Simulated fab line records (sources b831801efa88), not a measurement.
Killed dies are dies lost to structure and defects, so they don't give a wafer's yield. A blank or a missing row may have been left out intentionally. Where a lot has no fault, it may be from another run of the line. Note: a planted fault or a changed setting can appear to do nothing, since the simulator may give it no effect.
Chamber matching :: flow gf180mcu :: cmp-01 running GF_V5_CMP_04: 4 sister chambers
The step polishes SiO2. 14 wafers are shown with their chamber, then 7 later ones without.

WAFERS PAIRED WITH THEIR CHAMBERS
wafer: L905.1
chamber: 1
motor-current-A (A): 12.9

wafer: L905.4
chamber: 0
motor-current-A (A): 10.7

wafer: L905.5
chamber: 2
motor-current-A (A): 13.2

wafer: L908.2
chamber: 2
motor-current-A (A): 12.8

wafer: L908.3
chamber: 3
motor-current-A (A): 15.0

wafer: L908.6
chamber: 2
motor-current-A (A): 12.0

wafer: L916.1
chamber: 2
motor-current-A (A): 13.0

wafer: L916.2
chamber: 0
motor-current-A (A): 10.7

wafer: L916.6
chamber: 0
motor-current-A (A): 11.4

wafer: L920.2
chamber: 3
motor-current-A (A): 14.8

wafer: L920.3
chamber: 0
motor-current-A (A): 10.5

wafer: L920.5
chamber: 2
motor-current-A (A): 12.8

wafer: L922.4
chamber: 1
motor-current-A (A): 12.4

wafer: L922.5
chamber: 0
motor-current-A (A): 11.2

SIGNATURES (means of the wafers above)
reading: motor-current-A
chamber 0: 10.900
chamber 1: 12.650
chamber 2: 12.760
chamber 3: 14.900
scatter within a chamber: 0.395
Rule: a wafer's distance from a chamber is the root of the sum, over the readings, of the square of ((its reading less the chamber's mean) divided by the reading's scatter). If the next closest chamber is less than 2 further off than the closest, the wafer can't be placed; otherwise it belongs to the closest. The scatter: take each reading less its chamber's mean, square it, sum over the shown wafers, divide by the number of wafers less the number of chambers, and take the root.

WAFERS MISSING THEIR CHAMBER
wafer: L922.6
motor-current-A (A): 14.8

wafer: L924.1
motor-current-A (A): 10.9

wafer: L924.2
motor-current-A (A): 14.7

wafer: L924.3
motor-current-A (A): 13.0

wafer: L925.2
motor-current-A (A): 11.9

wafer: L925.3
motor-current-A (A): 13.1

wafer: L925.6
motor-current-A (A): 10.6

THE CHAMBER EACH PASSED THROUGH
wafer: L922.6
from the rows above: 3
in truth: 3

wafer: L924.1
from the rows above: 0
in truth: 0

wafer: L924.2
from the rows above: 3
in truth: 3

wafer: L924.3
from the rows above: can't be placed: 2 or 1
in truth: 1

wafer: L925.2
from the rows above: can't be placed: 1 or 2 or 0
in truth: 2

wafer: L925.3
from the rows above: can't be placed: 2 or 1
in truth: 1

wafer: L925.6
from the rows above: 0
in truth: 0
Correctly placed: 4 of 7. Not placeable from these rows: 3 (in 3, the candidates include the true chamber). Placed wrongly: 0.
